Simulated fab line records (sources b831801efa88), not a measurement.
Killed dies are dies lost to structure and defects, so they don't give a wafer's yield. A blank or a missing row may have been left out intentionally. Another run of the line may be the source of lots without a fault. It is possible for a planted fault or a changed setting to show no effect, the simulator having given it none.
Which tool was responsible? -- flow sky130 -- 13 lots with 39 wafers sampled at 3 steps, on a route of 708 steps

== WHAT THE GAUGES SHOWED, per wafer ==
SKY_POLY_GATE_OVL_MEAS_14.
lot,measured,on,POLY_GATE_OVL (nm)
L187,day 16 18:04,overlay-02,1 1 8
L188,day 16 23:14,overlay-01,-7 -5 -4
L189,day 17 06:47,overlay-01,-15 -8 -5
L192,day 18 08:32,overlay-01,-8 -5 -2
L200,day 21 07:47,overlay-02,7 4 7
L199,day 21 08:18,overlay-02,-15 -11 -16
L202,day 22 00:50,overlay-01,6 7 14
L203,day 22 09:26,overlay-01,-7 -4 -1
L206,day 23 01:20,overlay-02,12 7 4
L207,day 23 14:08,overlay-01,6 0 7
L208,day 24 07:50,overlay-01,-3 5 1
L209,day 24 13:47,overlay-01,8 7 6
L210,day 24 15:56,overlay-02,-3 -5 -16

SKY_LDD_N_TW_MEAS_17.
lot,measured,on,LDD_N_TW
L187,day 18 03:47,film metro-03,2586 2586 2594
L188,day 18 08:58,film metro-04,2598 2602 2576
L189,day 18 18:43,film metro-04,2587 2587 2609
L192,day 19 17:11,film metro-03,2607 2594 2601
L200,day 22 18:20,film metro-01,2558 2571 2572
L199,day 22 19:17,film metro-03,2582 2573 2591
L202,day 23 09:37,film metro-04,2581 2589 2580
L203,day 23 17:49,film metro-01,2577 2588 2574
L206,day 24 09:21,film metro-01,2574 2588 2578
L207,day 24 23:07,film metro-04,2595 2608 2586
L208,day 25 17:08,film metro-01,2565 2556 2585
L209,day 25 23:16,film metro-01,2566 2558 2580
L210,day 26 00:31,film metro-04,2571 2571 2574

== WHICH TOOL RAN EACH LOT (tool, then ch and the chambers of the sampled wafers, then the start) ==
lot,SKY_POLY_GATE_ETCH_16
L187,"rie diel-04 ch 0,2,3, day 16 18:10"
L188,"rie diel-03 ch 0,2, day 16 23:21"
L189,"rie diel-04 ch 0,2,3, day 17 06:54"
L192,"rie diel-03 ch 2,3, day 18 08:39"
L200,"rie diel-03 ch 1,3, day 21 07:56"
L199,"rie diel-03 ch 1,3, day 21 08:29"
L202,"rie diel-04 ch 0,1, day 22 00:57"
L203,"rie diel-03 ch 0,1,3, day 22 09:33"
L206,"rie diel-04 ch 0,2,3, day 23 01:27"
L207,"rie diel-03 ch 0,1,3, day 23 14:15"
L208,"rie diel-03 ch 1,2, day 24 07:57"
L209,"rie diel-01 ch 0,1,2, day 24 13:54"
L210,"rie diel-01 ch 0,1, day 24 16:03"
- SKY_POLY_GATE_ETCH_16: etches Si3N4 in CH3F/O2, stops on poly-Si, time 147.5 s, target depth 75 nm.

== AS READ BY THE TOOLS THEMSELVES (means over the sampled wafers that have a number; for cases with no such wafer, the mark the record gives instead) ==
SKY_POLY_GATE_ETCH_16.
lot,tool,drypump motor current A (A),oes product au (a.u.),throttle valve pct (%)
L187,rie diel-04,5.9,0.649,10.538
L188,rie diel-03,6.3,0.636,10.532
L189,rie diel-04,5.9,0.637,10.547
L192,rie diel-03,6.3,0.642,10.535
L200,rie diel-03,5.9,0.637,10.532
L199,rie diel-03,5.9,0.636,10.529
L202,rie diel-04,5.7,0.636,10.543
L203,rie diel-03,6.0,0.644,10.534
L206,rie diel-04,6.0,0.640,10.532
L207,rie diel-03,6.0,0.640,10.529
L208,rie diel-03,5.7,0.646,10.531
L209,rie diel-01,5.9,0.639,10.538
L210,rie diel-01,5.5,0.640,10.540

== THE ANSWER, worked out from the rows above alone ==
Rule: the usual values come from the lots themselves. The widest of any qualifying gaps counts: lots, ordered by their means at a reading, are off when they make up no more than a third of the lots, leave a main group of 4 or more, and stand apart from it by 3 or more times the standard deviation of that group's means. The tables above print the reading to a certain number of digits; a main group whose means all agree to those digits is not used. A lot without any number at a reading at which 4 lots or more have one is off too. The other lots that the step has rows for count as sound. First the gauges in route order, then the tools' own readings, where a lot's mean is used as printed above. At the first step where some lot is off, the reading lying furthest off is the one used; lots without a number count as furthest.
No lot is off at any reading shown: from this, nothing can be told.

== WHAT WAS PUT IN BY THE SIMULATOR ==
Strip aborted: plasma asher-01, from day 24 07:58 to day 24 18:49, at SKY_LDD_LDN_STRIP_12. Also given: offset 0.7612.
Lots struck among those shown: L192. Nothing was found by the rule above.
